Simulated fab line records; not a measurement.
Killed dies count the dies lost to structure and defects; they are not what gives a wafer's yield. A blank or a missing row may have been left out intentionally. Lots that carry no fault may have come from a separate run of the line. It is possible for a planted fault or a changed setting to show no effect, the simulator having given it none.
Chamber matching + flow gf180mcu + GF_V3_CMP_26 on cmp-02: 4 sister chambers
The step polishes, stops on SiO2, t overpolish 15 s, target thk 0 nm. 39 wafers are shown with their chamber, then 12 later ones without.

WAFERS WITH THEIR CHAMBER
| wafer  | chamber | motorCurrentA (A) | timeToEndpointS (s) | overpolishRunS (s) |
|--------|---------|-------------------|---------------------|--------------------|
| L076.2 | 3       | 13.3              | 93                  | 15.013             |
| L076.4 | 0       | 12.4              | 89                  | 15.011             |
| L076.5 | 3       | 12.6              | 95                  | 14.995             |
| L080.2 | 0       | 11.9              | 86                  | 15.001             |
| L080.3 | 2       | 8.3               | 87                  | 15.005             |
| L080.4 | 1       | 11.4              | 85                  | 15.006             |
| L081.3 | 1       | 11.2              | 86                  | 15.000             |
| L081.4 | 2       | 9.2               | 85                  | 14.993             |
| L081.5 | 1       | 11.8              | 87                  | 15.008             |
| L081.1 | 3       | 13.1              | 88                  | 14.985             |
| L081.2 | 0       | 11.6              | 89                  | 14.996             |
| L081.6 | 2       | 9.2               | 86                  | 15.014             |
| L083.1 | 3       | 13.2              | 85                  | 15.013             |
| L083.4 | 0       | 12.1              | 83                  | 14.987             |
| L083.6 | 2       | 8.7               | 82                  | 14.991             |
| L085.3 | 2       | 8.7               | 82                  | 14.997             |
| L085.5 | 3       | 12.7              | 87                  | 15.002             |
| L085.6 | 2       | 8.9               | 85                  | 14.997             |
| L085.1 | 1       | 11.4              | 84                  | 14.992             |
| L085.2 | 3       | 13.6              | 89                  | 15.006             |
| L085.4 | 0       | 12.1              | 85                  | 15.006             |
| L086.2 | 0       | 11.5              | 84                  | 15.001             |
| L086.4 | 2       | 9.2               | 85                  | 15.013             |
| L086.5 | 0       | 11.7              | 83                  | 15.007             |
| L087.2 | 2       | 9.2               | 86                  | 15.002             |
| L087.3 | 1       | 11.0              | 85                  | 14.997             |
| L087.4 | 3       | 13.0              | 89                  | 15.009             |
| L089.1 | 3       | 13.5              | 93                  | 15.001             |
| L089.4 | 0       | 12.0              | 85                  | 14.994             |
| L089.6 | 1       | 10.9              | 88                  | 15.014             |
| L091.1 | 3       | 13.8              | 89                  | 15.004             |
| L091.4 | 1       | 11.2              | 85                  | 15.018             |
| L091.5 | 2       | 9.1               | 84                  | 14.997             |
| L093.2 | 0       | 11.8              | 86                  | 15.000             |
| L093.4 | 2       | 8.9               | 87                  | 15.002             |
| L093.5 | 0       | 12.4              | 91                  | 15.009             |
| L094.1 | 2       | 8.7               | 94                  | 15.000             |
| L094.2 | 3       | 13.3              | 93                  | 15.000             |
| L094.3 | 0       | 12.0              | 89                  | 15.005             |

SIGNATURES, as means of the wafers listed above
| reading         | chamber 0 | chamber 1 | chamber 2 | chamber 3 | scatter within a chamber |
|-----------------|-----------|-----------|-----------|-----------|--------------------------|
| motorCurrentA   | 11.955    | 11.271    | 8.918     | 13.210    | 0.319                    |
| timeToEndpointS | 86.36     | 85.71     | 85.73     | 90.10     | 2.84                     |
| overpolishRunS  | 15.00155  | 15.00500  | 15.00100  | 15.00280  | 0.00796                  |
Rule: a wafer's distance from a chamber is the root of the sum, over the readings, of the square of ((its reading less the chamber's mean) divided by the reading's scatter). If the next closest chamber is less than 2 further off than the closest, the wafer can't be placed; otherwise it belongs to the closest. How the scatter is found: for the shown wafers, subtract from each reading the mean of its chamber, square and add these, divide the total by (wafers less chambers), then take the root.

WAFERS WITH NO CHAMBER GIVEN
| wafer  | motorCurrentA (A) | timeToEndpointS (s) | overpolishRunS (s) |
|--------|-------------------|---------------------|--------------------|
| L095.2 | 12.0              | 88                  | 15.000             |
| L095.4 | 8.7               | 87                  | 15.002             |
| L095.6 | 12.2              | 85                  | 14.986             |
| L096.1 | 12.1              | 83                  | 15.023             |
| L096.4 | 13.2              | 93                  | 14.990             |
| L096.6 | 11.2              | 92                  | 15.003             |
| L097.4 | 11.8              | 90                  | 14.990             |
| L097.5 | 11.7              | 91                  | 14.988             |
| L097.6 | 10.9              | 92                  | 14.999             |
| L097.1 | 11.0              | 92                  | 14.986             |
| L097.2 | 14.5              | 97                  | 14.991             |
| L097.3 | 8.5               | 90                  | 14.997             |

CHAMBER TAKEN BY EACH
| wafer  | from the rows above          | in truth |
|--------|------------------------------|----------|
| L095.2 | can't be placed: 0 or 1      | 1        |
| L095.4 | 2                            | 2        |
| L095.6 | can't be placed: 0 or 1      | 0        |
| L096.1 | can't be placed: 0 or 1 or 3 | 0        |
| L096.4 | 3                            | 3        |
| L096.6 | can't be placed: 1 or 0      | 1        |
| L097.4 | can't be placed: 0 or 1      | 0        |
| L097.5 | can't be placed: 0 or 1      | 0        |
| L097.6 | can't be placed: 1 or 0      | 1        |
| L097.1 | can't be placed: 1 or 0      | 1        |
| L097.2 | 3                            | 3        |
| L097.3 | 2                            | 2        |
Correctly placed: 4 of 12. These rows do not allow placing 8 (true chamber among the candidates in 8). 0 placed wrongly.
